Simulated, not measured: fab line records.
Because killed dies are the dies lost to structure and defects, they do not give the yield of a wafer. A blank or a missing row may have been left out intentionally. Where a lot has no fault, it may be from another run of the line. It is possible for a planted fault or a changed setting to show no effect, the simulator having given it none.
One fault through the eyes of 2 desks | flow gf180mcu | numbers are kept per desk, each desk with only its own; the story behind them comes last

## FROM THE METROLOGY DESK
What the gauges read, lot by lot, whatever tool the lot ran on: means of the sampled wafers that have a number. Marked OUT: a lot whose mean sits more than 4 standard deviations from the usual mean, which makes it out of limits; the brackets give that distance.
Columns: A = V2_CVD_02_THK at GF_V2_THK_MEAS_03, usual 848 nm; B = M3_ALCU_THK at GF_M3_THK_MEAS_06, usual 455 nm
lot  | first seen here | A   | B
L506 | day 19 12:16    | 851 | 451
L507 | day 20 04:32    | 846 | 453
L511 | day 21 10:58    | 846 | 454
L512 | day 22 06:40    | 842 | 459
L515 | day 23 01:17    | 834 | 456
L517 | day 23 16:50    | 864 | 459
L518 | day 24 02:25    | 845 | 443
L519 | day 24 05:19    | 851 | 444
L520 | day 24 20:19    | 833 | 444
L525 | day 25 23:34    | 851 | 455
L527 | day 26 16:32    | 859 | 449
L528 | day 27 15:11    | 844 | 465
This desk's verdict: no lot among the 12 shows anything out of limits.

## THE TOOL OWNER'S DESK: pvd sputter-02
The tool's own readings at GF_M3_SPUTTER_04 (material TiN, target thk 50 nm, time 41.7 s): means of the sampled wafers that have a number, for each lot that ran on this tool. Marked OUT: a lot whose mean sits more than 4 standard deviations from the usual mean, which makes it out of limits; the brackets give that distance.
Columns: A = throttle valve pct at GF_M3_SPUTTER_04, usual 30.1 %
lot  | first seen here | A
L506 | day 20 15:01    | 29.2
L512 | day 23 07:34    | 29.3
L515 | day 24 01:51    | 29.8
L518 | day 25 00:13    | 29.8
L519 | day 25 02:54    | 29.5
L528 | day 28 12:53    | 30.0
This desk's verdict: no lot among the 6 shows anything out of limits.

## BROUGHT TOGETHER
From the metrology desk's view, nothing was out of limits.
The tool owner's desk saw nothing out of limits.

## WHAT THE SIMULATOR HAD PUT IN
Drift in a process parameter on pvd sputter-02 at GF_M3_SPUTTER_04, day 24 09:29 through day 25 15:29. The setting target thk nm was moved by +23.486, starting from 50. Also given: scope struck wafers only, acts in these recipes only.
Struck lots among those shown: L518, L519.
